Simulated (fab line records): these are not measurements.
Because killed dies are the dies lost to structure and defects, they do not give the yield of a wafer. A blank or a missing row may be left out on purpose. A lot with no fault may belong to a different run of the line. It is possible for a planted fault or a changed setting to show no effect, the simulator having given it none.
Problem report, 8D (eight disciplines) form, completed by code	flow gf180mcu	the parts of the form that need people (team, actions taken, sign-off) are left out

== 1. THE ISSUE ==
Mean of cd nm at GF_M2_CD_MEAS_14: 257.1 nm across 6 wafers in 2 lots; on wafers with no fault it is 280.1 nm (standard deviation 1.2). Relative to the usual mean, that is a shift of -19 standard deviations.
The step: target cd 280 nm.
The first sign was on wafer L373.3 at day 25 21:52, on cd sem-01. The record holds 42 wafers of 14 lots with a number at this step. By rule, "out" or "out of limits" means more than 4 standard deviations away from the usual mean. All remaining wafers that have a number are taken as sound.

== 2. WHAT IT IS, WHAT IT ISN'T ==
question	is	is not
which readings at this step	cd nm	-
which lots	L373, L375	L354, L355, L357, L358, L359, L361, L362, L363, L364, L365, L366, L377
which wafers of those lots	all that have a number	-
read on which gauges	cd sem-01	cd sem-02
when	from day 25 21:52	up to then (33 sound wafers); but 3 sound wafers of L377 came after

== 3. WHAT RULES OUT EACH SUSPECT ==
Counting: a tool at any process step up to the reading remains a suspect when it ran all the lots that are out and ran no sound lot after the first of those.
- the gauge at GF_M2_CD_MEAS_14: ruled out. All the wafers that are out were read on cd sem-01, but those of them that GF_M2_EXPOSE_11 has rows for are out there too, on other tools.
- krf scanner-02 at GF_M2_EXPOSE_11 (exposes mask Metal2, target cd 280 nm): kept. It processed each lot that is out, first L373 at day 25 11:06, and no sound lot thereafter; up to then, the last sound lot it processed was L366 at day 23 06:34. Out on those wafers are its own readings of exposure dose mJ cm2.
After counting, what remains is krf scanner-02 at GF_M2_EXPOSE_11.

== 4. THE CAUSE (what the simulator had put in) ==
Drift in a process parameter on krf scanner-02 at GF_M2_EXPOSE_11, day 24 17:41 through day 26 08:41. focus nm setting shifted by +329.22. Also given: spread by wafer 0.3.
After counting, this tool was the only one left.

== 5. THE CHAIN OF EFFECTS, in route order ==
One row per reading whose mean, taken over the struck wafers that have a number, lies over 3 standard deviations from the usual. Scope: only readings with a usual standard deviation given in the record; hours: median across lots of the time from each lot's start at the first step in this table that gives one to its start at this step; sigmas: change in usual standard deviations.
hours	step	reading	usual	on struck wafers	change	sigmas
0	GF_M2_EXPOSE_11	exposure dose mJ cm2	28.354	26.885	-1.469	-54
10	GF_M2_CD_MEAS_14	cd nm	280.1 nm	257.1	-23.0	-19
It contains these process steps:
- GF_M2_EXPOSE_11: exposes mask Metal2, target cd 280 nm.

== 6. HOW IT WOULD HAVE BEEN CAUGHT EARLIER ==
Counted from the fault's start at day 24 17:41, it took 28 hours until the first out-of-limits reading at a measuring or inspecting step in this record, taken at day 25 21:52.
Tool's own readings at GF_M2_EXPOSE_11, exposure dose mJ cm2: out on all struck wafers the step has rows for; an alarm limit on them would have tripped on the first.
Of the lots that are out (2), L375 began GF_M2_EXPOSE_11 on krf scanner-02 after day 25 21:52. Had the tool been put on hold then, it would have been spared.
